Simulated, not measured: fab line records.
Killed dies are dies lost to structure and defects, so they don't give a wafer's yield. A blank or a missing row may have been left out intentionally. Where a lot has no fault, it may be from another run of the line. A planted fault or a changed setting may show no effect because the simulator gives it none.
fab line records	flow sky130
record lots=11	wafers=33	lastDay=50
route steps=708 shown SONOS_ONO@182 SD_P@329 SD_N@358 LI_CONTACT@376
lots that met no fault: from a run of the same line without faults
startH: start of the lot's first displayed wafer, in hours after the record's first day	waitH: time in hours since the lot's previous step	" identical to the entry in the row above	L1.1+2: one row covering several wafers at once	- no value present, or no start provided	* or withheld: withheld	< > ~ a bound
route shown NAME@n: a module of which the file shows steps, and the number in the route of the first	usual: average and standard deviation across the fault-free wafers	same: alike in all rows	chamber/n: place in a boat	sites: the reading at each site	_std_site: their standard deviation	_edge_site: inner sites' mean taken away from outer sites' mean	radiusMm: how far each site lies from the wafer's centre	mask NAME#n: copy n	behind: the most recent tool/chamber to have shaped the wafer	hold: why the lot was held/for how many hours/how that ended	device: which transistor (n, p or np) failed to switch	end of line: tests run on the same wafers once the route is complete	a step given without rows: its recipe and nothing more	killed: not the wafer's yield, but the dies lost to structure and defects at the first sort	map: a wafer's dies, x killed, . not, _ none there
set.NAME: the setting the step ran with; set.NAME@STEP: the setting that earlier step ran with	model.NAME: the simulator's own value behind a step, which no gauge read
one table for each step of the route and one row for each wafer, over a sample of lots
services: from which hour (startH, from the record's first day; less than 0 if before it) a tool's chamber was out of use, for how many hours, and why
## steps
# step SKY_SONOS_ONO_OVL_MEAS_14
# usual SONOS_ONO_OVL=-1.6/1.4
lot.wafer	tool	chamber	startH	waitH	SONOS_ONO_OVL[nm]
L398.4	overlay-01	-	291.46	0.1	-4.4
L398.5	"	-	"	"	-2.6
L398.6	"	-	"	"	-2.6
L399.4	overlay-02	-	291.76	0.1	-0.7
L399.5	"	-	"	"	-2.3
L399.6	"	-	"	"	-2.7
L400.3	overlay-02	-	300.06	0.1	0.8
L400.4	"	-	"	"	-1.2
L400.6	"	-	"	"	-1.4
L402.1	overlay-01	-	307.90	0.1	1.0
L402.2	"	-	"	"	-2.2
L402.4	"	-	"	"	0.5
L403.2	overlay-02	-	318.25	0.1	-0.1
L403.3	"	-	"	"	-1.0
L403.6	"	-	"	"	0.1
L404.3	overlay-02	-	323.35	0.1	0.3
L404.4	"	-	"	"	-0.3
L404.5	"	-	"	"	-1.4
L408.1	overlay-02	-	351.42	0.1	-0.4
L408.3	"	-	"	"	-1.3
L408.6	"	-	"	"	2.2
L414.1	overlay-01	-	421.47	0.1	-2.4
L414.5	"	-	"	"	-2.4
L414.6	"	-	"	"	-2.7
L419.1	overlay-01	-	469.67	0.1	-2.9
L419.4	"	-	"	"	-1.2
L419.5	"	-	"	"	-2.8
L421.1	overlay-02	-	473.22	0.1	-3.9
L421.3	"	-	"	"	-0.2
L421.5	"	-	"	"	-0.2
L420.3	overlay-01	-	479.10	0.1	-1.5
L420.4	"	-	"	"	0.0
L420.5	"	-	"	"	-0.6
# step SKY_SD_P_IMPLANT_09
# recipe species=BF2	energyKev=20	doseCm2=3e+15	tiltDeg=0
lot.wafer	tool	chamber	startH	waitH
L398.4+5+6	implanter-02	0	595.58	0.1
L399.4+5+6	implanter-04	0	603.20	0.1
L400.3+4+6	implanter-04	0	607.84	0.1
L402.1+2+4	implanter-03	0	620.02	0.0
L403.2+3+6	implanter-04	0	625.75	0.1
L404.3+4+5	implanter-04	0	632.24	0.1
L408.1+3+6	implanter-04	0	659.21	0.1
L414.1+5+6	implanter-02	0	732.09	0.0
L419.1+4+5	implanter-03	0	774.36	0.0
L421.1+3+5	implanter-02	0	775.56	0.0
L420.3+4+5	implanter-02	0	785.22	0.1
# step SKY_SD_P_STRIP_10
# recipe chemistry=O2/N2	powerW=1400	pressureMtorr=1500	platenTempC=withheld	o2FlowSccm=3000	n2FlowSccm=300	overashFraction=0.5
# usual chamberPressureMTorr=1499.9/1.4	drypumpMotorCurrentA=5.9/0.51	oesProductAu=0.618/0.005	stripTimeToEndpointS=17.51/0.039
lot.wafer	tool	chamber	startH	waitH	chamberPressureMTorr	drypumpMotorCurrentA	oesProductAu	rfHoursCounterH	stripTimeToEndpointS
L398.4	plasmaAsher-03	0	595.69	0.1	1498.4	5.5	0.625	-	17.50
L398.5	"	1	"	"	1499.3	6.5	0.621	-	17.52
L398.6	"	0	"	"	1501.4	5.5	0.613	-	17.48
L399.4	plasmaAsher-03	0	603.31	0.1	1499.8	5.5	0.619	-	17.56
L399.5	"	1	"	"	1499.4	6.5	0.617	-	17.57
L399.6	"	0	"	"	1500.5	5.5	0.615	-	17.60
L400.3	plasmaAsher-04	0	607.97	0.1	1498.7	6.2	0.616	-	17.50
L400.4	"	1	"	"	1501.4	5.1	0.623	-	17.53
L400.6	"	0	"	"	1501.0	6.1	0.611	-	17.47
L402.1	plasmaAsher-02	1	620.17	0.1	1499.6	6.4	0.618	92	17.49
L402.2	"	0	"	"	1503.1	5.5	0.610	92	17.54
L402.4	"	1	"	"	1499.9	6.4	0.615	-	17.46
L403.2	plasmaAsher-02	0	625.87	0.1	1499.9	5.4	0.628	93	16.91
L403.3	"	0	"	"	1501.6	5.5	0.624	-	16.94
L403.6	"	0	"	"	1499.7	5.5	0.625	-	16.91
L404.3	plasmaAsher-03	0	632.37	0.1	1499.2	5.5	0.628	-	17.01
L404.4	"	1	"	"	1499.9	6.5	0.627	-	16.98
L404.5	"	0	"	"	1501.4	5.5	0.627	-	17.00
L408.1	plasmaAsher-04	0	659.36	0.1	1500.5	6.2	0.633	23	17.01
L408.3	"	1	"	"	1500.5	5.1	0.640	-	17.01
L408.6	"	0	"	"	1500.9	6.2	0.634	-	16.98
L414.1	plasmaAsher-02	0	732.24	0.1	1501.2	5.4	0.617	103	17.48
L414.5	"	0	"	"	1501.3	5.4	0.618	-	17.53
L414.6	"	1	"	"	1498.6	6.4	0.616	-	17.48
L419.1	plasmaAsher-02	0	774.51	0.1	1499.7	5.4	0.615	2	17.52
L419.4	"	1	"	"	1500.2	6.4	0.612	-	17.46
L419.5	"	0	"	"	1499.2	5.4	0.628	-	17.52
L421.1	plasmaAsher-04	1	775.71	0.1	1497.4	5.1	0.624	34	17.41
L421.3	"	1	"	"	1500.8	5.1	0.624	-	17.43
L421.5	"	1	"	"	1499.6	5.1	0.613	-	17.43
L420.3	plasmaAsher-02	0	785.36	0.1	1499.1	5.5	0.618	-	17.47
L420.4	"	1	"	"	1499.5	6.4	0.617	-	17.49
L420.5	"	1	"	"	1501.4	6.5	0.617	-	17.47
# step SKY_SD_P_TW_MEAS_11
# usual SD_P_TW=2806/24
lot.wafer	tool	chamber	startH	waitH	SD_P_TW
L398.4	filmMetro-02	-	595.79	0.1	2781
L398.5	"	-	"	"	2784
L398.6	"	-	"	"	2787
L399.4	filmMetro-02	-	603.40	0.1	2749
L399.5	"	-	"	"	2759
L399.6	"	-	"	"	2786
L400.3	filmMetro-02	-	608.06	0.1	2760
L400.4	"	-	"	"	2768
L400.6	"	-	"	"	2779
L402.1	filmMetro-01	-	620.27	0.1	2819
L402.2	"	-	"	"	2821
L402.4	"	-	"	"	2814
L403.2	filmMetro-02	-	625.98	0.1	2631
L403.3	"	-	"	"	2632
L403.6	"	-	"	"	2632
L404.3	filmMetro-01	-	632.46	0.1	2672
L404.4	"	-	"	"	2684
L404.5	"	-	"	"	2669
L408.1	filmMetro-01	-	659.46	0.1	2664
L408.3	"	-	"	"	2671
L408.6	"	-	"	"	2658
L414.1	filmMetro-01	-	732.34	0.1	2824
L414.5	"	-	"	"	2809
L414.6	"	-	"	"	2817
L419.1	filmMetro-04	-	774.61	0.1	2840
L419.4	"	-	"	"	2826
L419.5	"	-	"	"	2862
L421.1	filmMetro-02	-	775.81	0.1	2769
L421.3	"	-	"	"	2759
L421.5	"	-	"	"	2774
L420.3	filmMetro-01	-	785.44	0.1	2802
L420.4	"	-	"	"	2826
L420.5	"	-	"	"	2825
# step SKY_SD_N_RS_MEAS_16
# recipe thkMeasGauge=four-point-probe
# usual SD_N_RS=68.50/0.12
lot.wafer	tool	chamber	startH	waitH	SD_N_RS[ohm/sq]
L398.4	filmMetro-01	-	653.90	0.1	68.59
L398.5	"	-	"	"	68.73
L398.6	"	-	"	"	68.76
L399.4	filmMetro-02	-	656.92	0.1	68.44
L399.5	"	-	"	"	68.38
L399.6	"	-	"	"	68.44
L400.3	filmMetro-04	-	661.63	0.1	68.44
L400.4	"	-	"	"	68.67
L400.6	"	-	"	"	68.52
L402.1	filmMetro-02	-	677.36	0.1	68.28
L402.2	"	-	"	"	68.45
L402.4	"	-	"	"	68.59
L403.2	filmMetro-04	-	682.83	0.1	68.67
L403.3	"	-	"	"	68.67
L403.6	"	-	"	"	68.72
L404.3	filmMetro-02	-	689.71	0.1	68.45
L404.4	"	-	"	"	68.37
L404.5	"	-	"	"	68.57
L408.1	filmMetro-02	-	716.07	0.1	68.25
L408.3	"	-	"	"	68.37
L408.6	"	-	"	"	68.41
L414.1	filmMetro-04	-	786.62	0.1	68.45
L414.5	"	-	"	"	68.60
L414.6	"	-	"	"	68.57
L419.1	filmMetro-04	-	827.61	0.1	68.65
L419.4	"	-	"	"	68.60
L419.5	"	-	"	"	68.70
L421.1	filmMetro-04	-	828.57	0.1	68.48
L421.3	"	-	"	"	68.60
L421.5	"	-	"	"	68.49
L420.3	filmMetro-04	-	836.76	0.1	68.45
L420.4	"	-	"	"	68.57
L420.5	"	-	"	"	68.58
# step SKY_SD_N_RS_MEAS_17
# recipe thkMeasGauge=four-point-probe
# usual SD_P_RS=146.9/0.32
lot.wafer	tool	chamber	startH	waitH	SD_P_RS[ohm/sq]
L398.4	filmMetro-01	-	654.02	0.1	147.5
L398.5	"	-	"	"	147.7
L398.6	"	-	"	"	147.6
L399.4	filmMetro-02	-	657.04	0.1	146.7
L399.5	"	-	"	"	147.1
L399.6	"	-	"	"	146.8
L400.3	filmMetro-04	-	661.75	0.1	147.4
L400.4	"	-	"	"	147.3
L400.6	"	-	"	"	146.8
L402.1	filmMetro-02	-	677.48	0.1	146.8
L402.2	"	-	"	"	146.9
L402.4	"	-	"	"	146.8
L403.2	filmMetro-04	-	682.95	0.1	151.7
L403.3	"	-	"	"	151.3
L403.6	"	-	"	"	151.8
L404.3	filmMetro-02	-	689.83	0.1	150.9
L404.4	"	-	"	"	150.9
L404.5	"	-	"	"	151.1
L408.1	filmMetro-02	-	716.19	0.1	150.9
L408.3	"	-	"	"	151.1
L408.6	"	-	"	"	150.9
L414.1	filmMetro-04	-	786.74	0.1	147.5
L414.5	"	-	"	"	147.7
L414.6	"	-	"	"	147.3
L419.1	filmMetro-04	-	827.73	0.1	146.9
L419.4	"	-	"	"	147.1
L419.5	"	-	"	"	147.5
L421.1	filmMetro-04	-	828.69	0.1	147.0
L421.3	"	-	"	"	146.8
L421.5	"	-	"	"	147.3
L420.3	filmMetro-04	-	836.88	0.1	147.6
L420.4	"	-	"	"	146.8
L420.5	"	-	"	"	147.1
# step SKY_LI_CONTACT_ETCH_14
# recipe chemistry=N2/H2	target=BARC	ionEnergyEv=200	sourceW=500	biasW=100	pressureMtorr=30	n2FlowSccm=100	h2FlowSccm=200	stopOn=SiO2	timeS=45.9	targetDepthA=600
# usual chamberPressureMTorr=29.998/0.028	drypumpMotorCurrentA=6.1/0.33	oesProductAu=0.854/0.0053	throttleValvePct=13.226/0.009
lot.wafer	tool	chamber	startH	waitH	chamberPressureMTorr	drypumpMotorCurrentA	oesProductAu	rfHoursCounterH	throttleValvePct
L398.4	rieDiel-01	2	682.98	0.0	30.019	6.1	0.856	5	13.227
L398.5	"	1	"	"	29.985	5.7	0.852	-	13.221
L398.6	"	2	"	"	29.956	6.1	0.849	-	13.221
L399.4	rieDiel-04	0	686.43	0.0	30.004	6.1	0.835	5	13.211
L399.5	"	3	"	"	29.998	5.6	0.845	-	13.229
L399.6	"	2	"	"	29.982	5.7	0.856	-	13.224
L400.3	rieDiel-01	2	691.49	0.0	29.961	6.1	0.855	5	13.220
L400.4	"	3	"	"	29.985	6.7	0.853	7	13.225
L400.6	"	2	"	"	30.002	6.1	0.846	-	13.228
L402.1	rieDiel-04	2	706.44	0.0	30.031	5.7	0.854	1	13.223
L402.2	"	0	"	"	29.985	6.1	0.852	5	13.229
L402.4	"	3	"	"	30.024	5.6	0.859	44	13.210
L403.2	rieDiel-02	0	711.64	0.0	30.023	6.2	0.850	15	13.220
L403.3	"	3	"	"	29.960	6.5	0.844	49	13.222
L403.6	"	0	"	"	30.017	6.2	0.855	-	13.212
L404.3	rieDiel-04	1	718.83	0.0	29.949	6.5	0.854	5	13.235
L404.4	"	2	"	"	29.968	5.7	0.853	1	13.228
L404.5	"	1	"	"	29.989	6.4	0.858	-	13.221
L408.1	rieDiel-04	2	744.71	0.0	29.998	5.7	0.863	1	13.223
L408.3	"	1	"	"	29.978	6.5	0.859	5	13.231
L408.6	"	1	"	"	30.018	6.5	0.855	-	13.226
L414.1	rieDiel-04	0	813.08	0.0	29.958	6.1	0.858	7	13.235
L414.5	"	2	"	"	29.990	5.7	0.864	-	13.220
L414.6	"	3	"	"	30.018	5.6	0.862	-	13.232
L419.1	rieDiel-01	3	854.09	0.0	29.984	6.7	0.856	13	13.224
L419.4	"	2	"	"	30.046	6.1	0.859	11	13.224
L419.5	"	2	"	"	29.972	6.1	0.853	-	13.242
L421.1	rieDiel-04	1	855.43	0.0	29.975	6.5	0.851	8	13.220
L421.3	"	2	"	"	29.967	5.8	0.840	4	13.222
L421.5	"	0	"	"	29.984	6.1	0.848	-	13.229
L420.3	rieDiel-02	3	863.84	0.0	30.009	6.5	0.853	3	13.228
L420.4	"	2	"	"	30.006	6.2	0.850	11	13.228
L420.5	"	1	"	"	30.004	5.7	0.851	-	13.229
## services
tool	chamber	startH	hours	kind
implanter-03	-	589.15	3.6	pm
rieDiel-04	2	596.89	9.0	repair
implanter-02	-	625.65	4.0	repair
implanter-04	-	626.60	4.8	pm
implanter-04	-	634.00	3.8	repair
plasmaAsher-03	-	635.21	1.6	repair
implanter-04	-	637.80	19.5	pm
rieDiel-04	-	652.86	0.4	repair
implanter-02	-	657.32	4.7	pm
rieDiel-04	-	658.42	0.2	repair
implanter-03	-	658.51	1.2	repair
rieDiel-02	0	659.66	2.0	repair
rieDiel-02	0	663.23	6.7	repair
rieDiel-01	2	675.07	2.5	repair
implanter-04	-	682.77	1.6	repair
plasmaAsher-04	-	696.43	2.8	pm
rieDiel-04	-	709.87	0.5	repair
plasmaAsher-04	-	726.51	1.1	repair
plasmaAsher-02	-	733.75	9.0	pm
plasmaAsher-02	-	737.72	0.4	repair
plasmaAsher-02	-	747.12	1.4	repair
plasmaAsher-02	-	768.09	3.8	pm
plasmaAsher-04	-	778.93	1.3	repair
rieDiel-01	0	785.94	4.0	repair
## key
firstSign step=SKY_SD_P_STRIP_10	reading=stripTimeToEndpointS	direction=down	sigmas=13	usual=*	struck=*
effect step=SKY_SD_P_TW_MEAS_11	reading=SD_P_TW	direction=down	sigmas=6.1	usual=2806	struck=2657
effect step=SKY_SD_N_RS_MEAS_17	reading=SD_P_RS	direction=up	sigmas=13	usual=146.9	struck=151.2
metAt SKY_SD_P_IMPLANT_09
struckLots L403,L404,L408
testerLeftOut L403,L404,L408
notActingAt SKY_SONOS_ONO_OVL_MEAS_14,SKY_SD_N_RS_MEAS_16,SKY_LI_CONTACT_ETCH_14
onsetBetween 607.84 625.75
fault kind=processParameterDrift	tool=implanter-04	chamber=-	onsetH=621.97	steps=SKY_SD_P_IMPLANT_09	channel=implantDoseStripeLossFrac	offset=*	shape=step	endH=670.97
# testerLeftOut: of these lots the tester's yield and bins aren't shown, on N5 and GAA mostly nor the transistor test; their killed dies are dies lost to structure and defects alone, not to doping, threshold or leakage, so they don't give the yield
